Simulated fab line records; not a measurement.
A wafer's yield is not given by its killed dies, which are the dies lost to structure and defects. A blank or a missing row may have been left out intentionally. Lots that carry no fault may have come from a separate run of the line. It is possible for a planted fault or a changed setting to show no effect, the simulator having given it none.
A sampling plan put to the test	flow gf180mcu	one fab line, 43 faults that these records tell of, each judged on the records of the lots that it struck
The line's own looks make up the plan; these are the steps of the route where a gauge or inspection reads the wafer and leaves it unchanged. A look can be judged if struck wafers have a number there and the file gives its usual mean and standard deviation on fault-free wafers. Caught: the struck wafers' mean, at a look after the fault's first step, is 4 or more of those standard deviations (sigma) away from the usual mean. On the tool: here the same test is run on the tool's own readings at the fault's steps. A different recipe on the struck wafers counts as caught too, as does a record blank only for those wafers.

## THE FAULTS, as the simulator had put them in
1. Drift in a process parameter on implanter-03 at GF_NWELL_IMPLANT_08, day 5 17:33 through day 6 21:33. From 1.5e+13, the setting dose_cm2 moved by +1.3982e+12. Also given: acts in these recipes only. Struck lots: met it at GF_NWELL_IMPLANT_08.
2. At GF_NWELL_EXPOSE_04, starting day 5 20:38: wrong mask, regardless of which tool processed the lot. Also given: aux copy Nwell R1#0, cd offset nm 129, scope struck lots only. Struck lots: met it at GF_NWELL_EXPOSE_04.
3. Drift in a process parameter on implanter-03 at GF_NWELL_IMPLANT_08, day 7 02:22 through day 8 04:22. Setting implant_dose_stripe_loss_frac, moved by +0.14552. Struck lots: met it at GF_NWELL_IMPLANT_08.
4. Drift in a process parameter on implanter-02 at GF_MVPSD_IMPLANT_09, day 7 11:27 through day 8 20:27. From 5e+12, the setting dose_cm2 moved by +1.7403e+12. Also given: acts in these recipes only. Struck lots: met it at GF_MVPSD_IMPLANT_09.
5. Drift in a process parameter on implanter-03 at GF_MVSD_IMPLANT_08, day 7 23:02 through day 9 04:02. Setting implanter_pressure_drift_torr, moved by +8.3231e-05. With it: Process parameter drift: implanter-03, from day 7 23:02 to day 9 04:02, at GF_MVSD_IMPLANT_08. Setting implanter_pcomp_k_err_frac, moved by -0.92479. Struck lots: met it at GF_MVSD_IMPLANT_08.
6. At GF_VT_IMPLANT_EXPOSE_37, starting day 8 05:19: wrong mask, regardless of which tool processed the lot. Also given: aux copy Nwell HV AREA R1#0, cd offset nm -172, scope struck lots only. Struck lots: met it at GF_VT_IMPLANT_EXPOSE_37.
7. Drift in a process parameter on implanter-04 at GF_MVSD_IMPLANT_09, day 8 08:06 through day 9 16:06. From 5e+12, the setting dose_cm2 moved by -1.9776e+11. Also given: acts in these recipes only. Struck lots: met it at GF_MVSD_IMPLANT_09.
8. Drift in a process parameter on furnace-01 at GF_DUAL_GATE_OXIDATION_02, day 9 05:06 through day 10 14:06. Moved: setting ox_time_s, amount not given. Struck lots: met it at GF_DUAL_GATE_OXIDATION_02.
9. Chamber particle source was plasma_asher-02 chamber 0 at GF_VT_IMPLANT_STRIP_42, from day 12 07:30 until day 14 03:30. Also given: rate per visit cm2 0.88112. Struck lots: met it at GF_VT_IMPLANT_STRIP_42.
10. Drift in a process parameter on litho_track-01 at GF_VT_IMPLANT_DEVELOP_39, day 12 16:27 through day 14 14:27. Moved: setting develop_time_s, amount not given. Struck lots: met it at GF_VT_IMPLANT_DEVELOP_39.
11. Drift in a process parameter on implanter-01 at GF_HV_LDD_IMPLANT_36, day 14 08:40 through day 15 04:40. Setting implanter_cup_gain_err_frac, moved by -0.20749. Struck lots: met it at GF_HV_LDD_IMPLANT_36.
12. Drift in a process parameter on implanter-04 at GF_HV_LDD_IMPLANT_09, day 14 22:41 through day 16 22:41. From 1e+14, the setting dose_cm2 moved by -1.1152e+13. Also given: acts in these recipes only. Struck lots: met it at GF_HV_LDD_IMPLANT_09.
13. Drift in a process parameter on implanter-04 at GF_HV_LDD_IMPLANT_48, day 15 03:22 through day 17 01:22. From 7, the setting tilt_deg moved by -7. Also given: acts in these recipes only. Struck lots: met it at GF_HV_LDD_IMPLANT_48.
14. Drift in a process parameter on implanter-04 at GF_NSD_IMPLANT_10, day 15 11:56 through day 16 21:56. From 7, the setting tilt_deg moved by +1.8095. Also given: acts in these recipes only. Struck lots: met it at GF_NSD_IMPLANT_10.
15. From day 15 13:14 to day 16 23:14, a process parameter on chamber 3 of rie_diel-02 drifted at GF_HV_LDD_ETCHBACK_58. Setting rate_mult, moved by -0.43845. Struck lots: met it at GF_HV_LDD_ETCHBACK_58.
16. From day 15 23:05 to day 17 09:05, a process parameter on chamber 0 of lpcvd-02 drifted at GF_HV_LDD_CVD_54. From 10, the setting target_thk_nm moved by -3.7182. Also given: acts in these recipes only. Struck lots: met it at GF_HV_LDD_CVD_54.
17. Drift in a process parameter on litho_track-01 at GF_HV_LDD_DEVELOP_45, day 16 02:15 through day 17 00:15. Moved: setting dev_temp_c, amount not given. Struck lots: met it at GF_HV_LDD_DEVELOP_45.
18. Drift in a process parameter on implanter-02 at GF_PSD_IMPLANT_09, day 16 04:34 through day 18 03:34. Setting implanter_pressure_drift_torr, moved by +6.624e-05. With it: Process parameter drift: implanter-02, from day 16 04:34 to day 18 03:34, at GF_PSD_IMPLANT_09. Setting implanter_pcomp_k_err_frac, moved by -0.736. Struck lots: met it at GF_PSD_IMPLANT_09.
19. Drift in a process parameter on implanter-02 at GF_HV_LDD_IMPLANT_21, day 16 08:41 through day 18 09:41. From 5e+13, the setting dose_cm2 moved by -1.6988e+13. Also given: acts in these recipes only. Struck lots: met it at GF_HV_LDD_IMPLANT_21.
20. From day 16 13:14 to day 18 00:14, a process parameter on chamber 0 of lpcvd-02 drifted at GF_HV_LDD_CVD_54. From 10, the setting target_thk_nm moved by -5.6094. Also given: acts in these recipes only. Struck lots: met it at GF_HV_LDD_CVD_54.
21. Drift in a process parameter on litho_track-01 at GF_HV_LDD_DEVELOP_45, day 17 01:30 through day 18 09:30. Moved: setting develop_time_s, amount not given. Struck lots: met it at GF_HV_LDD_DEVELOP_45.
22. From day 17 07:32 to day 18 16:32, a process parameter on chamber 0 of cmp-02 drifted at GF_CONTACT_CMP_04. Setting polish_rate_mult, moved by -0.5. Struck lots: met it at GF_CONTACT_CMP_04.
23. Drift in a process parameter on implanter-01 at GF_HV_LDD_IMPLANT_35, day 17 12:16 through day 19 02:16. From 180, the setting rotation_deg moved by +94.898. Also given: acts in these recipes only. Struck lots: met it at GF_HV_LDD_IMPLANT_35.
24. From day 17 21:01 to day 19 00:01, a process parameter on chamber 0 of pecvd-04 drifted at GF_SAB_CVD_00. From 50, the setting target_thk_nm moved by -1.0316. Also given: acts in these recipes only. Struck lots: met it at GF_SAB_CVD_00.
25. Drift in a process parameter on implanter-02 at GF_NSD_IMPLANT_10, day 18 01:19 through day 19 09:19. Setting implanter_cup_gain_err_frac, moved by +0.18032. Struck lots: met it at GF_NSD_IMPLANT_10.
26. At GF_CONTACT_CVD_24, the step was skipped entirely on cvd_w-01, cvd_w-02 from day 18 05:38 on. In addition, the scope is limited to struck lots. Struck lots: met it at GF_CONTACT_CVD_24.
27. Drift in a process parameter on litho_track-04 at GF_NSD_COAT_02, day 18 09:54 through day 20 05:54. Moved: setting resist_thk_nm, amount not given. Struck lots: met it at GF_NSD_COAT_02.
28. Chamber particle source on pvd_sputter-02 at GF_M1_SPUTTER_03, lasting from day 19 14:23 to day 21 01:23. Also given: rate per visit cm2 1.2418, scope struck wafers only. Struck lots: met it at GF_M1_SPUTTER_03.
29. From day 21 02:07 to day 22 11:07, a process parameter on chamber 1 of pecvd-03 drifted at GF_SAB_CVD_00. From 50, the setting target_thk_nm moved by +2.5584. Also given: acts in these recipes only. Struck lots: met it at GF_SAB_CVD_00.
30. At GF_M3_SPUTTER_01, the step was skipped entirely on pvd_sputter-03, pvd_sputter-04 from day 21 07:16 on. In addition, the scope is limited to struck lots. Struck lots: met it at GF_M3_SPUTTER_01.
31. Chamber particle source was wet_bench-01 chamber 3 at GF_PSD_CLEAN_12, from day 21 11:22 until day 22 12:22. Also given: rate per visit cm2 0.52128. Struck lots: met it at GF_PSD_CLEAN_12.
32. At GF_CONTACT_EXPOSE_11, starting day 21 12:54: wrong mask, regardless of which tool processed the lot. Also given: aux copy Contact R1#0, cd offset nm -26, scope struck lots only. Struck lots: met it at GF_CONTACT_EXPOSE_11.
33. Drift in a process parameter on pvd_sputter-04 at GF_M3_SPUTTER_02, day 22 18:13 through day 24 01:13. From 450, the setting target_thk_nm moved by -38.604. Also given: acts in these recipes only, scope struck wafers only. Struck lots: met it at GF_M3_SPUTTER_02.
34. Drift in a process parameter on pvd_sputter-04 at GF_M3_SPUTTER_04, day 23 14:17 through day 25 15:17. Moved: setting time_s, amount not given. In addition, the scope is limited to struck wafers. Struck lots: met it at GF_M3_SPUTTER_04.
35. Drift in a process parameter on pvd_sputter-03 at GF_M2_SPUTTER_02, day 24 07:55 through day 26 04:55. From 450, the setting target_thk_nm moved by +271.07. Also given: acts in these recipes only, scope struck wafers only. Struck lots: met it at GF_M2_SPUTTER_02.
36. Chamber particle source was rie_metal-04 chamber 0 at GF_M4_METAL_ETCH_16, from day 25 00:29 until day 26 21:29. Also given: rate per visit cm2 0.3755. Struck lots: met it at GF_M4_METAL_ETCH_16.
37. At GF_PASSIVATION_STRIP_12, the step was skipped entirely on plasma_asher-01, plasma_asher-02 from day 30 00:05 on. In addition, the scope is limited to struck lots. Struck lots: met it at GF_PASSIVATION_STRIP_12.
38. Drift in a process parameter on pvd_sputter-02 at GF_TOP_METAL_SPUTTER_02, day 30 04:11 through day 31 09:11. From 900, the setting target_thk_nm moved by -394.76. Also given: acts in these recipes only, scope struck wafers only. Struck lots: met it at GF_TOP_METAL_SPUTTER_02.
39. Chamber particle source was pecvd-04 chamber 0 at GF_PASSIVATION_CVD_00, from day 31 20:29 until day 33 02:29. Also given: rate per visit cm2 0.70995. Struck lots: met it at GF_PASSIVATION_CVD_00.
40. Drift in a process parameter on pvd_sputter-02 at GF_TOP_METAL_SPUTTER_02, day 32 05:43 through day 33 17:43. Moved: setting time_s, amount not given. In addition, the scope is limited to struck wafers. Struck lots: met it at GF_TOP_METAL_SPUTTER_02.
41. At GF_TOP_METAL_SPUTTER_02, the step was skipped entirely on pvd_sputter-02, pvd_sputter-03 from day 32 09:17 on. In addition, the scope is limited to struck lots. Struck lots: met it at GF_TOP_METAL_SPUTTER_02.
42. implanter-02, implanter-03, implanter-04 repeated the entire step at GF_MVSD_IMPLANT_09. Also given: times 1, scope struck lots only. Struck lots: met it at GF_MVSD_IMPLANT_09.
43. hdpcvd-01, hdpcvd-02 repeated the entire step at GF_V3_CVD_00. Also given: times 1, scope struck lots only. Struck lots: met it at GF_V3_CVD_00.

## WHAT THE PLAN SAW
fault	on the tool itself	first look that catches it	reading, sigma	median hours from its first step to that look	hours from the fault's start to the first struck lot there	judged looks passed uncaught
1	dose_ions_cm2 +87 sigma	GF_VT_IMPLANT_RS_MEAS_47	NWELL_RS -18	116.9	119	0
2	under 2 sigma	no look after it can be judged	-	-	-	0
3	under 2 sigma	GF_VT_IMPLANT_RS_MEAS_47	NWELL_RS +4.2	123.3	126	0
4	dose_ions_cm2 +99 or beyond sigma	GF_VT_IMPLANT_RS_MEAS_49	MVPSD_RS -22	69.6	71	0
5	end_station_pressure_torr +99 or beyond sigma	GF_VT_IMPLANT_RS_MEAS_46	MVSD_RS -28	90.0	100	0
6	no reading that can be judged	no look after it can be judged	-	-	-	0
7	dose_ions_cm2 -38 sigma	none of the 5 looks that can be judged after it	-	-	-	5
8	under 2 sigma	GF_DUAL_GATE_THK_MEAS_03	DUAL_GATE_OXIDATION_00_THK -7.9	1.5	6	0
9	under 2 sigma	none of the 2 looks that can be judged after it	-	-	-	2
10	no reading that can be judged	GF_VT_IMPLANT_TW_MEAS_43	VT_IMPLANT_4_TW -99 or beyond	0.4	5	0
11	beam_on_s +12 sigma	GF_HV_LDD_RS_MEAS_53	HV_LDD_RS -4.6	22.2	29	0
12	dose_ions_cm2 -99 or beyond sigma	GF_HV_LDD_RS_MEAS_53	HV_LDD_RS +20	71.2	76	2
13	tilt_deg -99 or beyond sigma	GF_HV_LDD_TW_MEAS_50	HV_LDD_4_TW -6.1	0.2	17	0
14	tilt_deg +91 sigma	GF_PSD_RS_MEAS_14	NSD_RS +5.4	23.1	35	0
15	oes_product_au -20 sigma	no look after it can be judged	-	-	-	0
16	under 2 sigma	GF_HV_LDD_THK_MEAS_55	HV_LDD_CVD_54_THK -25	1.0	4	0
17	developer_temp_C -25 sigma	not the one look that can be judged after it	strongest: cd_nm at GF_HV_LDD_CD_MEAS_46, +2.0	-	-	1
18	end_station_pressure_torr +99 or beyond sigma	GF_PSD_RS_MEAS_15	PSD_RS -12	0.6	6	1
19	dose_ions_cm2 -99 or beyond sigma	GF_HV_LDD_TW_MEAS_23	HV_LDD_2_TW -8.6	0.2	4	0
20	under 2 sigma	GF_HV_LDD_THK_MEAS_55	HV_LDD_CVD_54_THK -37	1.0	17	0
21	under 2 sigma	no look after it can be judged	-	-	-	0
22	time_to_endpoint_s +6.0 sigma	none of the 2 looks that can be judged after it	-	-	-	2
23	rotation_deg +99 or beyond sigma	no look after it can be judged	-	-	-	0
24	under 2 sigma	none of the 3 looks that can be judged after it	strongest: SAB_CVD_00_THK at GF_SAB_THK_MEAS_01, -2.0	-	-	3
25	faraday_current_uA +9.1 sigma	GF_PSD_RS_MEAS_14	NSD_RS +8.9	24.7	31	1
26	the tool's record is blank for the struck wafers	GF_CONTACT_RS_MEAS_25	CONTACT_W_RS +99 or beyond	0.1	6	0
27	no reading that can be judged	no look after it can be judged	-	-	-	0
28	under 2 sigma	none of the 7 looks that can be judged after it	-	-	-	7
29	under 2 sigma	GF_SAB_THK_MEAS_01	SAB_CVD_00_THK +4.1	0.0	10	0
30	the tool's record is blank for the struck wafers	no look after it can be judged	-	-	-	0
31	under 2 sigma	no look after it can be judged	-	-	-	0
32	under 2 sigma	GF_CONTACT_CD_MEAS_14	cd_nm -17	11.2	19	0
33	under 2 sigma	GF_M3_RS_MEAS_05	M3_ALCU_RS +13	0.1	29	0
34	under 2 sigma	GF_M3_THK_MEAS_06	M3_ALCU_THK +4.3	0.2	9	0
35	under 2 sigma	GF_M2_RS_MEAS_05	M2_ALCU_RS -34	0.1	19	0
36	under 2 sigma	none of the 2 looks that can be judged after it	-	-	-	2
37	no reading that can be judged	no look after it can be judged	-	-	-	0
38	under 2 sigma	GF_TOP_METAL_RS_MEAS_05	TOP_METAL_ALCU_RS +80	0.1	12	0
39	under 2 sigma	not the one look that can be judged after it	-	-	-	1
40	under 2 sigma	GF_TOP_METAL_RS_MEAS_05	TOP_METAL_ALCU_RS +11	0.1	1	0
41	the tool's record is blank for the struck wafers	GF_TOP_METAL_RS_MEAS_05	TOP_METAL_ALCU_RS +99 or beyond	0.1	3	0
42	no reading that can be judged	GF_VT_IMPLANT_RS_MEAS_46	MVSD_RS -41	87.9	-	1
43	no reading that can be judged	GF_V3_THK_MEAS_01	V3_CVD_00_THK +99 or beyond	0.3	-	0
A dash: the fault isn't caught, or these records don't give the number.

Caught at a look: 26 of 43. Caught on the tool: 18 of 43. By one or the other: 32 of 43.
Faults caught by the tool alone: 7, 15, 17, 22, 23, 30.
Caught at a look alone: faults 3, 8, 10, 16, 20, 29, 32, 33, 34, 35, 38, 40, 42, 43.
Caught by neither: faults 2, 6, 9, 21, 24, 27, 28, 31, 36, 37, 39.

## THINNER SAMPLING
Were the look that catches a fault to measure just every second or every third lot (counted by lot number), the first struck lot would, at worst, be measured this late:
fault	struck lots at that look, in order of time	every lot	every second lot	every third lot
1	L632, L634	119 h	may miss all 2	may miss all 2
3	L486, L487	126 h	131 h	may miss all 2
4	L758, L762	71 h	may miss all 2	may miss all 2
5	L950, L952	100 h	may miss all 2	may miss all 2
8	L168, L170, L172	6 h	may miss all 3	31 h
10	L190, L192	5 h	may miss all 2	may miss all 2
11	L598, L600	29 h	may miss all 2	may miss all 2
12	L596, L601	76 h	115 h	may miss all 2
13	L357, L358, L359	17 h	22 h	30 h
14	L158, L160	35 h	may miss all 2	may miss all 2
16	L355	4 h	may miss it	may miss it
18	L921, L922	6 h	18 h	may miss all 2
19	L599, L600, L601	4 h	12 h	21 h
20	L786	17 h	may miss it	may miss it
25	L584, L586	31 h	may miss all 2	may miss all 2
26	L932, L933, L934	6 h	19 h	19 h
29	L354	10 h	may miss it	may miss it
32	L509	19 h	may miss it	may miss it
33	L654	29 h	may miss it	may miss it
34	L304, L305	9 h	17 h	may miss all 2
35	L808, L809	19 h	27 h	may miss all 2
38	L999, L100	12 h	16 h	may miss all 2
40	L430, L432, L433	1 h	19 h	may miss all 3
41	L630, L631, L632	3 h	10 h	15 h
Hours are from the fault's start to the first struck lot that is measured. Since the struck wafers were tested as one group against 4 sigma, a single lot by itself may lie under the limit. Other struck lots may not be in these records.

## THE LONGEST TIMED WAY FROM STEP TO LOOK
In fault 3, a median of 123.3 hours elapses between GF_NWELL_IMPLANT_08 and GF_VT_IMPLANT_RS_MEAS_47. No look between them can be judged.
